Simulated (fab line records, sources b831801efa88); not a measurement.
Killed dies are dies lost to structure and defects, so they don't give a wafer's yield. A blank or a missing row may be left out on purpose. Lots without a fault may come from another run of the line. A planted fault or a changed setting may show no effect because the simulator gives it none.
Problem report in the 8D (eight disciplines) form, filled by code | flow sky130 | the parts of the form that need people (team, actions taken, sign-off) are left out

1. THE PROBLEM
run_length_s at SKY_VIA1_SOFTBAKE_08 reads a mean of 105.31 s on 6 wafers of 2 lots; wafers without a fault read 119.14 s with a standard deviation of 0.13. That is -99 or more standard deviations from the usual mean.
The step: time 90 s.
First seen on wafer L567.1, day 37 23:00, on litho_track-04. The record holds 42 wafers of 14 lots with a number at this step. Rule for "out", or "out of limits": more than 4 standard deviations from the usual mean. The other wafers with a number count as sound.

2. WHAT IT IS AND WHAT IT IS NOT
question                    | is                                 | is not
which readings at this step | run_length_s, heater_power_total_W | -
which lots                  | L567, L568                         | L553, L554, L555, L556, L559, L560, L562, L563, L566, L573, L574, L576
which wafers of those lots  | all that have a number             | -
read on which tools         | litho_track-04                     | litho_track-01, litho_track-03
when                        | from day 37 23:00                  | up to then (27 sound wafers); but 9 sound wafers of L573, L574, L576 came after

3. SUSPECTS, AND WHAT RULES EACH OUT
Counting: a tool at a process step up to the reading stays a suspect if it ran every lot that is out and no sound lot after the first of them.
- litho_track-04 at SKY_VIA1_SOFTBAKE_08 (time 90 s): kept. It ran every lot that is out, first L567 (day 37 23:00), and no sound lot after that; its last sound lot up to then is L563 (day 36 21:00). Its own readings are out on those wafers: heater_power_total_W, run_length_s.
Left after counting: litho_track-04 at SKY_VIA1_SOFTBAKE_08.

4. THE CAUSE (what the simulator had put in)
Process parameter drift: litho_track-04, from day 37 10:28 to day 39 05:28, at SKY_VIA1_SOFTBAKE_08. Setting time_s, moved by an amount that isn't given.
Counting left only this tool.

5. THE CHAIN OF EFFECTS, in route order
Each row: a reading whose mean over the struck wafers that have a number lies more than 3 standard deviations from the usual. Only readings for which the record gives a usual standard deviation are gone through. hours: the time from each lot's start at the first step in this table that gives one to its start at this step, as a median over the lots. sigmas: the change in usual standard deviations.
hours | step                 | reading              | usual    | on struck wafers | change | sigmas
0     | SKY_VIA1_SOFTBAKE_08 | heater_power_total_W | 58.15 W  | 61.50            | +3.35  | +28
0     | SKY_VIA1_SOFTBAKE_08 | run_length_s         | 119.14 s | 105.31           | -13.83 | -99 or more
The process steps in it:
- SKY_VIA1_SOFTBAKE_08: time 90 s.

6. WHAT WOULD HAVE CAUGHT IT SOONER
In this record the first reading out of limits was taken at day 37 23:00, 13 hours after the fault began at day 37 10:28.
